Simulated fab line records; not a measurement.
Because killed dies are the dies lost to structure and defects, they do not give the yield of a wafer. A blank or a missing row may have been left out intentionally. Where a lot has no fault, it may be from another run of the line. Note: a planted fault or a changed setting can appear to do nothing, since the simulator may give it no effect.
Comparing a struck lot with a sound one :: flow sfqLine :: 13 steps out of a route of 325
Sound: the wafers L386.1, L386.3, L386.4. Wafers L376.1, L376.3, L376.4 were the ones struck. The cause is named last.
At each step with rows: each side's tool, then ch and its chambers, then its first start. Under that, the readings that differ: sound wafers :: struck wafers :: difference of the means :: sigmas: that difference in standard deviations of wafers without a fault.
alike: readings whose means differ by less than 2 such deviations, and words and numbers that are the same on both sides. not compared: withheld readings, readings that some wafer has no value for, bounds like >300 that may hide the same value, and numbers for which the record gives no deviation and whose values overlap.
Wherever a step has rows on one side only, a row that says differs or no value, or a row with sigmas, the two part there. Non-overlapping numbers with no deviation appear without sigmas and do not part them. Lack of a reading on every wafer of one side parts them only where that side has two or more wafers.

SFQ_I0_OVL_MEAS_908:
  struck on overlay-02, day 20 15:35; sound on overlay-01, day 24 09:01
reading: I0_OVL (nm)
sound: -12 -11 -8
struck: 1 3 4
difference: +13
sigmas: +2
SFQ_TRILAYER_I0_VIA_BARC_OPEN_VIA_ETCH_046: etches BARC in O2, target depth 125 nm, time 41.7 s.
  sound on rieDiel-04 ch 1,2,3, day 24 09:02; struck on rieDiel-01 ch 0,2,3, day 20 15:37
  alike: drypumpMotorCurrentA, oesProductAu
  not compared: rfHoursCounterH
SFQ_TRILAYER_I0_VIA_ETCH_VIA_ETCH_034: etches SiO2 in CHF3, stops on Nb, target depth 260 nm.
  sound on rieDiel-04 ch 1,2,3, day 24 09:05; struck on rieDiel-01 ch 0,2,3, day 20 15:40
  alike: drypumpMotorCurrentA, oesProductAu
SFQ_TRILAYER_I0_VIA_STRIP_STRIP_035: strips in O2.
  sound on rieMetal-03 ch 0,1, day 24 09:12; struck on rieMetal-01 ch 0,1, day 20 15:46
  alike: drypumpMotorCurrentA, oesProductAu
  not compared: rfHoursCounterH
then, 2 steps without rows for these wafers: SFQ_TRILAYER_I0_VIA_STRIP_SOLV_CLEAN_036 (cleans in NMP, time 600 s); SFQ_TRILAYER_M1_DEP_PRE_CLEAN_038 (time 22.5 s).
SFQ_TRILAYER_M1_DEP_SPUTTER_037: material Nb, target thk 200 nm, time 133.3 s.
  struck on pvdSputter-06, day 20 16:35; sound on pvdSputter-05, day 24 10:00
  alike: throttleValvePct
SFQ_M1_RS_MEAS_909: the measuring method here is four-point-probe.
  struck on filmMetro-03, day 20 16:40; sound on filmMetro-03, day 24 10:05
  alike: M1_NB_RS
then, 3 steps without rows for these wafers: SFQ_TRILAYER_M1_LITHO_COAT_044 (resist thk 62 nm); SFQ_TRILAYER_M1_LITHO_COAT_039 (resist thk 600 nm); SFQ_TRILAYER_M1_LITHO_SOFTBAKE_043.
-- the record jumps here: 7 days lie between the struck wafers' starts before and after --
SFQ_TRILAYER_M1_LITHO_EXPOSE_040: exposes mask M1, target cd 500 nm.
  sound on krfScanner-01 ch 0, day 30 22:16; struck on krfScanner-01, day 27 08:04
  no value came back on the struck wafers for exposureDoseMJCm2, focusOffsetNm (nm), na; on the sound wafers exposureDoseMJCm2 reads 14.373 14.376 14.384
  alike: mask
then, 1 step without rows for these wafers: SFQ_TRILAYER_M1_LITHO_PEB_042 (peb time 60 s).

## WHERE THEY PART
Earliest at SFQ_I0_OVL_MEAS_908; latest, in this record, at SFQ_TRILAYER_M1_LITHO_EXPOSE_040.

WHY: whatever the simulator had introduced
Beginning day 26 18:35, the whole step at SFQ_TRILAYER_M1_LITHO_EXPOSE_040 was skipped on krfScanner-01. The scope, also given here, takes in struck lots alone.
